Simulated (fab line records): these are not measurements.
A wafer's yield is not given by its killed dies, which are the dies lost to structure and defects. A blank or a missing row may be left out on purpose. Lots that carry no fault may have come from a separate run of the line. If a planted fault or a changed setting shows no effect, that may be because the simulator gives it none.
Which tool did it?	flow sfq-line	Sampling: 14 lots, 42 wafers, 5 of 325 route steps

WHAT THE GAUGES SHOWED, per wafer
SFQ_M3_RS_MEAS_919: a four-point-probe measurement.
lot	measured	on	M3_NB_RS (ohm/sq)
L977	day 34 19:46	film-metro-03	0.880 0.870 0.880
L980	day 35 04:20	film-metro-02	0.899 0.891 0.896
L981	day 35 06:31	film-metro-03	0.889 0.881 0.897
L982	day 35 10:07	film-metro-03	0.907 0.905 0.886
L983	day 35 11:19	film-metro-03	0.873 0.881 0.887
L985	day 35 17:19	film-metro-02	0.893 0.887 0.896
L986	day 35 19:07	film-metro-02	0.897 0.883 0.883
L993	day 42 19:15	film-metro-04	0.893 0.891 0.892
L994	day 43 03:04	film-metro-03	0.881 0.876 0.885
L996	day 44 21:59	film-metro-02	0.879 0.894 0.884
L997	day 45 17:14	film-metro-03	0.895 0.874 0.902
L998	day 46 00:26	film-metro-02	0.899 0.903 0.903
L999	day 46 14:38	film-metro-03	0.878 0.900 0.867
L100	day 47 06:21	film-metro-02	0.889 0.885 0.881

TOOL THAT RAN EACH LOT (tool first, then ch and the chambers of the sampled wafers, then the start)
lot	SFQ_TRILAYER_L0_STRIP_STRIP_009	SFQ_TRILAYER_I0_CMP_CMP_028	SFQ_TRILAYER_I0_METRO_MEASURE_029	SFQ_TRILAYER_I0_VIA_ETCH_VIA_ETCH_034
L977	rie-metal-03 ch 0,1, day 4 07:49	cmp-02 ch 0,2,3, day 10 19:15	film-metro-02, day 10 21:52	rie-diel-04 ch 1,2,3, day 15 18:38
L980	rie-metal-04 ch 0,1, day 4 22:13	cmp-02 ch 0,2,3, day 12 12:38	film-metro-01, day 12 15:45	rie-diel-02 ch 0,3, day 18 05:41
L981	rie-metal-04 ch 0,1, day 5 05:03	cmp-01 ch 1,3, day 12 21:58	film-metro-04, day 13 00:35	rie-diel-02 ch 0,2, day 18 15:17
L982	rie-metal-03 ch 0,1, day 5 09:51	cmp-02 ch 1,2,3, day 13 07:28	film-metro-01, day 13 10:35	rie-diel-04 ch 0,2, day 19 02:34
L983	rie-metal-02 ch 0,1, day 5 11:03	cmp-02 ch 0,2,3, day 13 17:28	film-metro-02, day 13 19:35	rie-diel-03 ch 0,3, day 19 15:44
L985	rie-metal-04 ch 0,1, day 5 18:15	cmp-02 ch 0,1,3, day 14 06:35	film-metro-01, day 14 09:43	rie-diel-02 ch 1,2,3, day 19 21:52
L986	rie-metal-02 ch 0,1, day 5 23:03	cmp-02 ch 0,1,2, day 14 11:23	film-metro-02, day 14 14:31	rie-diel-02 ch 0,1,2, day 20 14:40
L993	rie-metal-03 ch 1, day 8 03:02	cmp-01 ch 2,3, day 17 17:29	film-metro-04, day 17 20:49	rie-diel-03 ch 1,2, day 23 02:53
L994	rie-metal-02 ch 1, day 8 08:44	cmp-02 ch 0,1,2, day 18 08:21	film-metro-02, day 18 11:40	rie-diel-02 ch 1,3, day 23 09:01
L996	rie-metal-03 ch 1, day 9 01:04	cmp-01 ch 1,3, day 18 23:59	film-metro-04, day 19 03:01	rie-diel-03 ch 0,1,2, day 25 11:32
L997	rie-metal-02 ch 0,1, day 9 06:33	cmp-02 ch 0,1,2, day 19 20:55	film-metro-02, day 19 23:02	rie-diel-02 ch 0,1,3, day 26 12:40
L998	rie-metal-04 ch 0,1, day 9 11:59	cmp-01 ch 1,2,3, day 20 10:16	film-metro-04, day 20 13:23	rie-diel-03 ch 0,1,2, day 27 03:18
L999	rie-metal-04 ch 0,1, day 9 15:22	cmp-02 ch 0,2,3, day 20 15:38	film-metro-02, day 20 18:57	rie-diel-03 ch 0,3, day 27 09:18
L100	rie-metal-03 ch 1, day 9 21:22	cmp-02 ch 0,1,2, day 20 23:22	film-metro-02, day 21 02:11	rie-diel-02 ch 0,3, day 27 15:18
- SFQ_TRILAYER_L0_STRIP_STRIP_009: strips in O2.
- SFQ_TRILAYER_I0_CMP_CMP_028: polishes SiO2.
- SFQ_TRILAYER_I0_METRO_MEASURE_029
- SFQ_TRILAYER_I0_VIA_ETCH_VIA_ETCH_034: etches SiO2 in CHF3, stops on Nb, target depth 260 nm.

AS READ BY THE TOOLS THEMSELVES (means over the sampled wafers that have a number; for cases with no such wafer, the mark the record gives instead)
SFQ_TRILAYER_L0_STRIP_STRIP_009.
lot	tool	drypump-motor-current-A (A)	oes-product-au (a.u.)	platen-temp-c (C)
L977	rie-metal-03	6.3	0.997	40.03
L980	rie-metal-04	5.7	0.986	39.94
L981	rie-metal-04	5.6	0.983	40.01
L982	rie-metal-03	6.5	1.015	40.03
L983	rie-metal-02	5.7	1.002	39.95
L985	rie-metal-04	5.7	0.983	40.04
L986	rie-metal-02	5.7	1.005	40.01
L993	rie-metal-03	6.6	1.002	40.06
L994	rie-metal-02	6.2	1.010	39.99
L996	rie-metal-03	6.6	1.004	40.05
L997	rie-metal-02	5.9	1.007	40.01
L998	rie-metal-04	5.6	0.988	40.06
L999	rie-metal-04	5.6	0.990	40.01
L100	rie-metal-03	6.6	1.002	40.03

SFQ_TRILAYER_I0_CMP_CMP_028.
lot	tool	motor-current-A (A)	time-to-endpoint-s (s)
L977	cmp-02	9.9	214
L980	cmp-02	9.9	212
L981	cmp-01	9.5	211
L982	cmp-02	10.1	213
L983	cmp-02	9.8	211
L985	cmp-02	9.6	203
L986	cmp-02	10.1	206
L993	cmp-01	9.9	209
L994	cmp-02	10.0	211
L996	cmp-01	9.7	216
L997	cmp-02	10.1	206
L998	cmp-01	9.9	210
L999	cmp-02	9.9	219
L100	cmp-02	10.1	215

SFQ_TRILAYER_I0_METRO_MEASURE_029.
lot	tool	thk-nm (nm)
L977	film-metro-02	200.6
L980	film-metro-01	199.3
L981	film-metro-04	198.7
L982	film-metro-01	199.8
L983	film-metro-02	197.4
L985	film-metro-01	206.1
L986	film-metro-02	205.6
L993	film-metro-04	198.5
L994	film-metro-02	200.4
L996	film-metro-04	200.6
L997	film-metro-02	200.2
L998	film-metro-04	199.5
L999	film-metro-02	200.9
L100	film-metro-02	199.9

SFQ_TRILAYER_I0_VIA_ETCH_VIA_ETCH_034.
lot	tool	drypump-motor-current-A (A)	oes-product-au (a.u.)
L977	rie-diel-04	5.5	0.853
L980	rie-diel-02	5.6	0.847
L981	rie-diel-02	5.5	0.854
L982	rie-diel-04	5.4	0.852
L983	rie-diel-03	5.3	0.850
L985	rie-diel-02	5.7	0.867
L986	rie-diel-02	5.6	0.870
L993	rie-diel-03	5.7	0.853
L994	rie-diel-02	5.8	0.854
L996	rie-diel-03	5.6	0.857
L997	rie-diel-02	5.7	0.855
L998	rie-diel-03	5.6	0.855
L999	rie-diel-03	5.3	0.855
L100	rie-diel-02	5.7	0.857

THE ANSWER, worked out from the rows above alone
Rule: usual is defined by the lots themselves. The widest of any qualifying gaps counts: lots, ordered by their means at a reading, are off when they make up no more than a third of the lots, leave a main group of 4 or more, and stand apart from it by 3 or more times the standard deviation of that group's means. A main group whose means are all the same, to the digits that the tables above print for the reading, isn't used. Also off: a lot with no number at a reading for which 4 or more lots have one. Where the step has rows for the other lots, those lots are counted as sound. After the gauges, taken in route order, come the tools' own readings; for these a lot's mean is taken, as printed above. At the first step where some lot is off, the reading lying furthest off is the one used; lots without a number count as furthest.
Off: L985, L986, at SFQ_TRILAYER_I0_METRO_MEASURE_029 (thk-nm). Mean 199.7 nm and standard deviation 0.99 in the main group.
A tool fits if, at that step or a process step before it, it ran every lot that is off, and no sound lot after the first of them. Not one of the candidates tried fits.

WHAT THE SIMULATOR HAD PUT IN
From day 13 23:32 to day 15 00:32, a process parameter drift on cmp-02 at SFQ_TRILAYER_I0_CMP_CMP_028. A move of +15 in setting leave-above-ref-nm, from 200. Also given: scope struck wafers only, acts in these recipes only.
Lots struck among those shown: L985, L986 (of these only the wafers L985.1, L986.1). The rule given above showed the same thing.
